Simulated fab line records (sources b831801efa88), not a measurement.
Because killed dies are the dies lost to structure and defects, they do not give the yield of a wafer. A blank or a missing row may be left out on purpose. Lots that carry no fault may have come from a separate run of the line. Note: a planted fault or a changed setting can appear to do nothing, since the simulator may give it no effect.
Split-lot trial + flow gf180mcu + 23 wafers read from 5 lots, route of 602 steps

## ABOUT THE SPLIT
At GF_VT_IMPLANT_COAT_13 (resist thk 1000 nm), the setting resist_thk_nm was moved away from the recipe's 1000 nm on 10 of the 23 wafers read, by -3.9% to +5.1%. This setting was run at the recipe's value on the other wafers.

Reading taken at the split's own step.

## THE READING
NOVOLAK_of_VT_IMPLANT_COAT_13.thk_nm (the simulator's own value, which no gauge read), in nm, at GF_VT_IMPLANT_COAT_13 (resist thk 1000 nm). There is no usual value for it anywhere in the file. The 13 wafers here that ran the recipe average 1002.7 nm, standard deviation 2.3 nm.

| wafer  | tool, chamber at the split | resist_thk_nm as run, nm | against the recipe | NOVOLAK_of_VT_IMPLANT_COAT_13.thk_nm, nm | against lot-mates on the recipe |
|--------|----------------------------|--------------------------|--------------------|------------------------------------------|---------------------------------|
| L075.1 | litho_track-02, 0          | 1000                     | recipe             | 1002                                     | -                               |
| L075.4 | litho_track-02, 0          | 1000                     | recipe             | 1003                                     | -                               |
| L075.6 | litho_track-02, 0          | 1000                     | recipe             | 1004                                     | -                               |
| L077.1 | litho_track-02, 0          | 1026                     | +2.6%              | 1028                                     | +25.0                           |
| L077.2 | litho_track-02, 0          | 1000                     | recipe             | 1003                                     | -                               |
| L077.5 | litho_track-02, 0          | 1000                     | recipe             | 1003                                     | -                               |
| L077.3 | litho_track-02, 0          | 1026                     | +2.6%              | 1026                                     | +23.0                           |
| L077.6 | litho_track-02, 0          | 1026                     | +2.6%              | 1030                                     | +27.0                           |
| L078.1 | litho_track-02, 0          | 1000                     | recipe             | 1000                                     | -                               |
| L078.2 | litho_track-02, 0          | 1000                     | recipe             | 1000                                     | -                               |
| L078.3 | litho_track-02, 0          | 960.6                    | -3.9%              | 961.9                                    | -38.1                           |
| L078.4 | litho_track-02, 0          | 960.6                    | -3.9%              | 962.5                                    | -37.5                           |
| L078.6 | litho_track-02, 0          | 960.6                    | -3.9%              | 961.2                                    | -38.8                           |
| L079.1 | litho_track-02, 0          | 1000                     | recipe             | 1002                                     | -                               |
| L079.2 | litho_track-02, 0          | 1020                     | +2.0%              | 1017                                     | +16.1                           |
| L079.3 | litho_track-02, 0          | 1020                     | +2.0%              | 1020                                     | +19.1                           |
| L079.4 | litho_track-02, 0          | 1000                     | recipe             | 999.6                                    | -                               |
| L079.5 | litho_track-02, 0          | 1000                     | recipe             | 1001                                     | -                               |
| L083.2 | litho_track-01, 0          | 1000                     | recipe             | 1006                                     | -                               |
| L083.3 | litho_track-01, 0          | 1051                     | +5.1%              | 1056                                     | +50.0                           |
| L083.4 | litho_track-01, 0          | 1000                     | recipe             | 1004                                     | -                               |
| L083.5 | litho_track-01, 0          | 1000                     | recipe             | 1008                                     | -                               |
| L083.6 | litho_track-01, 0          | 1051                     | +5.1%              | 1057                                     | +51.0                           |

THE FIT
A straight line over all 23 wafers: NOVOLAK_of_VT_IMPLANT_COAT_13.thk_nm changes by +10.2 nm for each +1% of resist_thk_nm; r = +0.99; the points scatter about the line by 2.5 nm.
The same after taking each lot's own level away (the mean of its wafers on the recipe; 23 wafers): +9.71 nm for each +1%; r = +1.00; scatter 1.3 nm.
That fit puts the effect of the largest move of resist_thk_nm on the reading at 50 nm.
The lots' own levels span 1000.00 to 1006.00 nm, that is 2.6 times the standard deviation above.
The two slopes are in agreement: the lot-to-lot level therefore moves the slope only a little.
Check: +49.3 nm against its lot-mates is what the line predicts for one of the wafers moved furthest among these (+5.1%) when that wafer is left out of the fit. It came out at +50 nm against them.

## FURTHER SPLITS ON THESE WAFERS
Other splits were also applied to these wafers ahead of the reading. Each is held against what the fit with the lots' levels taken away leaves over:
| other split on the same wafers   | wafers away from the commonest value | r with NOVOLAK_of_VT_IMPLANT_COAT_13.thk_nm (lot level and that fit taken away) |
|----------------------------------|--------------------------------------|---------------------------------------------------------------------------------|
| GF_STI_CVD_03 temp_c             | 15                                   | -0.08                                                                           |
| GF_STI_ETCH_13 bias_w            | 8                                    | -0.11                                                                           |
| GF_NWELL_EXPOSE_04 dose_mj       | 5                                    | -0.16                                                                           |
| GF_NWELL_IMPLANT_08 energy_kev   | 6                                    | -0.33                                                                           |
| GF_LVPWELL_COAT_02 resist_thk_nm | 5                                    | +0.11                                                                           |
| GF_MVPSD_STRIP_10 pressure_mtorr | 10                                   | -0.01                                                                           |

## THE WHOLE CHAIN: every reading that the file lists as answering this split, in the file's order
| step                   | what it does       | reading                                                                               | change (the file's fit)              | r (the file's) |
|------------------------|--------------------|---------------------------------------------------------------------------------------|--------------------------------------|----------------|
| GF_VT_IMPLANT_COAT_13  | resist thk 1000 nm | NOVOLAK_of_VT_IMPLANT_COAT_13.thk_nm (the simulator's own value, which no gauge read) | +9.75 nm for each +1% of the setting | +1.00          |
| GF_VT_IMPLANT_STRIP_20 | strips in O2/N2    | strip_time_to_endpoint_s                                                              | withheld for each +1% of the setting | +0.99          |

## THE FILE'S OWN FIT
NOVOLAK_of_VT_IMPLANT_COAT_13.thk_nm changes by +9.75 nm for each +1% of resist_thk_nm, r = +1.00.
